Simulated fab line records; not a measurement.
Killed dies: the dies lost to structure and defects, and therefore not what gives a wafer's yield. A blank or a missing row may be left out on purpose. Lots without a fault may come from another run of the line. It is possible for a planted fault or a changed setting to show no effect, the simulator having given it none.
Struck lot and sound lot, side by side || flow gf180mcu || 17 steps out of a route of 602
Sound: wafers L495.1, L495.2, L495.5. Struck: wafer L517.2 (left out: L517.5, a lot-mate that was not struck); the cause follows at the end.
Each step with rows lists, per side, the tool, then ch with its chambers, then its first start. Under that, the readings that differ: sound wafers || struck wafers || difference of the means || sigmas: that difference in standard deviations of wafers without a fault.
alike: readings whose means differ by less than 2 such deviations, and words and numbers that are the same on both sides. not compared: withheld readings, readings that some wafer has no value for, bounds like >300 that may hide the same value, and numbers for which the record gives no deviation and whose values overlap.
The two part at a step that has a row with sigmas, a row that says differs or no value, or rows on one side only. When numbers do not overlap yet have no deviation, they are printed without sigmas and do not part them. Lack of a reading on every wafer of one side parts them only where that side has two or more wafers.

first, 3 steps without rows for these wafers: GF_V2_EXPOSE_11 (exposes mask Via2, target cd 260 nm); GF_V2_PEB_12 (peb time 90 s); GF_V2_DEVELOP_13 (develop time 60 s).
GF_V2_CD_MEAS_14: the cd target is 260 nm.
  struck on cd_sem-02, day 28 05:35; sound on cd_sem-02, day 20 15:44
  alike: cd_nm
GF_V2_OVL_MEAS_15:
  struck on overlay-01, day 28 05:41; sound on overlay-01, day 20 15:52
  alike: V2_OVL
GF_V2_ETCH_16: etches BARC in N2/H2.
  sound on rie_diel-03 ch 1,3, day 20 15:53; struck on rie_diel-03 ch 3, day 28 05:43
{"reading": "chamber_pressure_mTorr (mTorr)", "sound": "30.003 29.977 30.004", "struck": 29.939, "difference": -0.056, "sigmas": -2}
  alike: drypump_motor_current_A, oes_product_au, throttle_valve_pct
GF_V2_ETCH_17: etches SiO2 in C4F8/O2/Ar, stops on TiN, target depth 630 nm.
  sound on rie_diel-03 ch 1,3; struck on rie_diel-03 ch 3
  alike: chamber_pressure_mTorr, oes_product_au
then, 3 steps without rows for these wafers: GF_V2_STRIP_18 (strips in O2/N2); GF_V2_STRIP_19 (strips in post etch residue remover, time 1200 s); GF_V2_CLEAN_20 (cleans in DIW).
GF_V2_SPUTTER_21: material Ti, target thk 15 nm, time 80.02 s.
  struck on pvd_sputter-03, day 28 06:24; sound on pvd_sputter-04, day 20 16:33
  alike: chamber_pressure_pa, throttle_valve_pct
GF_V2_SPUTTER_22: material TiN, target thk 10 nm, time 40 s.
  struck on pvd_sputter-03, day 28 06:28; sound on pvd_sputter-04, day 20 16:37
  alike: chamber_pressure_pa, throttle_valve_pct
GF_V2_CVD_23: deposits W, target thk 350 nm, time 104.94 s.
  sound on cvd_w-01 ch 0,1, day 20 16:39; struck on cvd_w-01 ch 0, day 28 06:30
{"reading": "model.W_of_V2_CVD_23.thk_nm (nm)", "sound": "346.3 349.2 346.9", "struck": 324.7, "difference": -22.8, "sigmas": ""}
  alike: heater_power_w
GF_V2_RS_MEAS_24: a four-point-probe measurement.
  struck on film_metro-02, day 28 06:38; sound on film_metro-01, day 20 16:46
{"reading": "V2_W_RS (ohm/sq)", "sound": "0.330 0.328 0.330", "struck": 0.352, "difference": "+0.023", "sigmas": "+4"}
GF_V2_THK_MEAS_25: measures by xrf.
  struck on film_metro-02, day 28 06:44; sound on film_metro-01, day 20 16:53
{"reading": "V2_W_THK (nm)", "sound": "340 344 340", "struck": 326, "difference": -15, "sigmas": -2}
GF_V2_CMP_26: polishes, stops on SiO2, t overpolish 15 s, target thk 0 nm.
  sound on cmp-02 ch 0,1,3, day 20 16:57; struck on cmp-01 ch 0, day 28 06:56
  alike: motor_current_A, platen_rpm
next, for these wafers, 1 step has no rows: GF_PASSIVATION_PROBE_99.

== WHERE THEY PART ==
First at GF_V2_ETCH_16; last, within this record, at GF_V2_THK_MEAS_25. Later steps at which nothing parts them and some readings are alike: GF_V2_CMP_26.

WHY: the cause the simulator had injected
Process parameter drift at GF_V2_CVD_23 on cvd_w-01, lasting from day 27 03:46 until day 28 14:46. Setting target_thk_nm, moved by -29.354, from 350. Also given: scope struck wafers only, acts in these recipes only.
